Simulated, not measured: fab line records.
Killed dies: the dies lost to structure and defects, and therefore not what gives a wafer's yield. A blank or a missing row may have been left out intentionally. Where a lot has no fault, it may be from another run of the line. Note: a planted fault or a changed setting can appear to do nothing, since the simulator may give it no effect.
Which tool is to blame? / flow gf180mcu / 13 lots, 39 wafers sampled, at 4 steps of a route of 602

== WHAT THE GAUGES SHOWED, per wafer ==
GF_VT_IMPLANT_OVL_MEAS_18. Usual: VT_IMPLANT_01_OVL typically reads 0.9 nm, with standard deviation 1.4.
lot=L242; measured=day 6 07:00; on=overlay-01; VT_IMPLANT_01_OVL (nm)=-0.4 0.5 1.0; flag=
lot=L243; measured=day 6 12:52; on=overlay-02; VT_IMPLANT_01_OVL (nm)=1.5 0.8 2.3; flag=
lot=L245; measured=day 6 21:49; on=overlay-01; VT_IMPLANT_01_OVL (nm)=1.0 2.4 2.7; flag=
lot=L251; measured=day 8 13:22; on=overlay-01; VT_IMPLANT_01_OVL (nm)=1.4 0.6 0.4; flag=
lot=L255; measured=day 9 17:31; on=overlay-02; VT_IMPLANT_01_OVL (nm)=0.2 2.2 0.8; flag=
lot=L257; measured=day 10 05:22; on=overlay-01; VT_IMPLANT_01_OVL (nm)=-0.3 1.2 1.8; flag=
lot=L259; measured=day 10 22:37; on=overlay-02; VT_IMPLANT_01_OVL (nm)=-0.1 2.9 0.7; flag=
lot=L260; measured=day 11 10:22; on=overlay-01; VT_IMPLANT_01_OVL (nm)=-1.5 -1.6 0.7; flag=
lot=L261; measured=day 11 14:22; on=overlay-01; VT_IMPLANT_01_OVL (nm)=1.7 0.7 -0.3; flag=
lot=L263; measured=day 11 19:03; on=overlay-02; VT_IMPLANT_01_OVL (nm)=0.5 0.8 2.9; flag=
lot=L262; measured=day 11 20:55; on=overlay-01; VT_IMPLANT_01_OVL (nm)=0.9 0.3 -0.2; flag=
lot=L264; measured=day 12 08:04; on=overlay-01; VT_IMPLANT_01_OVL (nm)=-0.4 -0.4 -1.8; flag=
lot=L265; measured=day 12 11:01; on=overlay-02; VT_IMPLANT_01_OVL (nm)=0.5 -0.5 -0.5; flag=

GF_VT_IMPLANT_TW_MEAS_32. Usual: VT_IMPLANT_3_TW typically reads 270.9, with standard deviation 1.7.
lot=L242; measured=day 6 21:47; on=film_metro-03; VT_IMPLANT_3_TW=272.0 271.7 271.3; flag=
lot=L243; measured=day 7 04:57; on=film_metro-02; VT_IMPLANT_3_TW=269.5 270.9 268.9; flag=
lot=L245; measured=day 7 14:18; on=film_metro-02; VT_IMPLANT_3_TW=269.8 269.8 270.9; flag=
lot=L251; measured=day 9 06:31; on=film_metro-04; VT_IMPLANT_3_TW=273.8 272.1 273.5; flag=
lot=L255; measured=day 10 11:12; on=film_metro-02; VT_IMPLANT_3_TW=269.8 271.3 270.6; flag=
lot=L257; measured=day 11 00:19; on=film_metro-02; VT_IMPLANT_3_TW=267.5 268.9 268.8; flag=
lot=L259; measured=day 11 17:27; on=film_metro-04; VT_IMPLANT_3_TW=274.2 273.9 273.0; flag=
lot=L260; measured=day 12 04:57; on=film_metro-02; VT_IMPLANT_3_TW=268.9 269.8 271.3; flag=
lot=L261; measured=day 12 08:51; on=film_metro-02; VT_IMPLANT_3_TW=272.0 270.7 272.0; flag=
lot=L263; measured=day 12 14:02; on=film_metro-02; VT_IMPLANT_3_TW=271.9 270.0 269.3; flag=
lot=L262; measured=day 12 15:59; on=film_metro-02; VT_IMPLANT_3_TW=269.6 270.2 270.6; flag=
lot=L264; measured=day 13 04:08; on=film_metro-04; VT_IMPLANT_3_TW=273.8 273.8 273.3; flag=
lot=L265; measured=day 13 07:24; on=film_metro-04; VT_IMPLANT_3_TW=275.2 274.2 274.4; flag=

GF_POLY_GATE_CD_MEAS_10 targets a cd of 280 nm. Usual: 280.1 nm for cd_nm, sd 1.2.
lot=L242; measured=day 9 11:57; on=cd_sem-01; cd_nm (nm)=280.8 280.3 281.0; flag=
lot=L243; measured=day 9 15:31; on=cd_sem-01; cd_nm (nm)=280.4 281.0 281.8; flag=
lot=L245; measured=day 9 22:31; on=cd_sem-02; cd_nm (nm)=279.4 280.1 279.8; flag=
lot=L251; measured=day 11 20:25; on=cd_sem-02; cd_nm (nm)=278.9 278.2 277.1; flag=
lot=L255; measured=day 13 07:27; on=cd_sem-02; cd_nm (nm)=279.7 280.3 281.6; flag=
lot=L257; measured=day 13 22:38; on=cd_sem-02; cd_nm (nm)=281.9 281.6 281.3; flag=
lot=L259; measured=day 14 09:19; on=cd_sem-02; cd_nm (nm)=279.1 279.9 280.1; flag=
lot=L260; measured=day 14 23:30; on=cd_sem-02; cd_nm (nm)=278.3 277.9 279.1; flag=
lot=L261; measured=day 15 04:16; on=cd_sem-01; cd_nm (nm)=281.6 280.0 280.2; flag=
lot=L263; measured=day 15 09:30; on=cd_sem-01; cd_nm (nm)=281.5 281.7 281.7; flag=
lot=L262; measured=day 15 12:04; on=cd_sem-01; cd_nm (nm)=279.2 279.1 280.1; flag=
lot=L264; measured=day 16 01:51; on=cd_sem-02; cd_nm (nm)=279.0 279.5 279.0; flag=
lot=L265; measured=day 16 07:19; on=cd_sem-01; cd_nm (nm)=280.7 280.8 281.9; flag=

== WHAT TOOL EACH LOT RAN ON (gives the tool, then ch and the chambers of the sampled wafers, and finally the start) ==
lot=L242; GF_DUAL_GATE_WET_ETCH_12=wet_bench-02 ch 2, day 8 08:17
lot=L243; GF_DUAL_GATE_WET_ETCH_12=wet_bench-04 ch 2, day 8 18:47
lot=L245; GF_DUAL_GATE_WET_ETCH_12=wet_bench-02 ch 0, day 9 01:59
lot=L251; GF_DUAL_GATE_WET_ETCH_12=wet_bench-04 ch 3, day 10 21:23
lot=L255; GF_DUAL_GATE_WET_ETCH_12=wet_bench-02 ch 2, day 12 06:50
lot=L257; GF_DUAL_GATE_WET_ETCH_12=wet_bench-03 ch 2, day 12 21:56
lot=L259; GF_DUAL_GATE_WET_ETCH_12=wet_bench-03 ch 2, day 13 09:56
lot=L260; GF_DUAL_GATE_WET_ETCH_12=wet_bench-04 ch 2, day 13 22:38
lot=L261; GF_DUAL_GATE_WET_ETCH_12=wet_bench-03 ch 3, day 14 03:20
lot=L263; GF_DUAL_GATE_WET_ETCH_12=wet_bench-04 ch 1, day 14 08:47
lot=L262; GF_DUAL_GATE_WET_ETCH_12=wet_bench-03 ch 2, day 14 12:26
lot=L264; GF_DUAL_GATE_WET_ETCH_12=wet_bench-04 ch 2, day 15 00:23
lot=L265; GF_DUAL_GATE_WET_ETCH_12=wet_bench-02 ch 1, day 15 04:11
- GF_DUAL_GATE_WET_ETCH_12: etches SiO2 in dHF, target depth 13 nm, time 260 s.

== AS READ BY THE TOOLS THEMSELVES (means over the sampled wafers that have a number; for cases with no such wafer, the mark the record gives instead) ==
GF_DUAL_GATE_WET_ETCH_12. Usual: bath_heat_duty_pct 6.2 %, standard deviation 0.74; temp_c 25.00 C, standard deviation 0.1.
lot=L242; tool=wet_bench-02; bath_heat_duty_pct (%)=7.0; temp_c (C)=25.12; flag=
lot=L243; tool=wet_bench-04; bath_heat_duty_pct (%)=5.4; temp_c (C)=24.98; flag=
lot=L245; tool=wet_bench-02; bath_heat_duty_pct (%)=6.2; temp_c (C)=24.79; flag=
lot=L251; tool=wet_bench-04; bath_heat_duty_pct (%)=0.0; temp_c (C)=11.01; flag=OFF
lot=L255; tool=wet_bench-02; bath_heat_duty_pct (%)=6.9; temp_c (C)=25.13; flag=
lot=L257; tool=wet_bench-03; bath_heat_duty_pct (%)=5.9; temp_c (C)=25.07; flag=
lot=L259; tool=wet_bench-03; bath_heat_duty_pct (%)=5.2; temp_c (C)=25.07; flag=
lot=L260; tool=wet_bench-04; bath_heat_duty_pct (%)=6.2; temp_c (C)=24.99; flag=
lot=L261; tool=wet_bench-03; bath_heat_duty_pct (%)=6.8; temp_c (C)=25.02; flag=
lot=L263; tool=wet_bench-04; bath_heat_duty_pct (%)=6.5; temp_c (C)=25.13; flag=
lot=L262; tool=wet_bench-03; bath_heat_duty_pct (%)=5.8; temp_c (C)=24.90; flag=
lot=L264; tool=wet_bench-04; bath_heat_duty_pct (%)=5.8; temp_c (C)=24.97; flag=
lot=L265; tool=wet_bench-02; bath_heat_duty_pct (%)=6.6; temp_c (C)=24.98; flag=

== THE ANSWER, worked out from the rows above alone ==
Rule: a lot counts as off when the mean over its wafers that have a number is more than 3 standard deviations away from the usual mean. A lot without any number at a reading at which 4 lots or more have one is off too. Any other lot the step has rows for is counted as sound. The gauges are gone through in route order, then the tools' own readings, and for those a lot's mean is taken as printed above. The first step at which some lot is off is used, and at that step the reading that is off furthest; a lot without a number counts as furthest.
Off, at GF_DUAL_GATE_WET_ETCH_12 on temp_c: L251.
A tool fits if, at that step or a process step before it, it ran every lot that is off, and no sound lot after the first of them. Of those tried, none fits.

== WHAT WAS PUT IN BY THE SIMULATOR ==
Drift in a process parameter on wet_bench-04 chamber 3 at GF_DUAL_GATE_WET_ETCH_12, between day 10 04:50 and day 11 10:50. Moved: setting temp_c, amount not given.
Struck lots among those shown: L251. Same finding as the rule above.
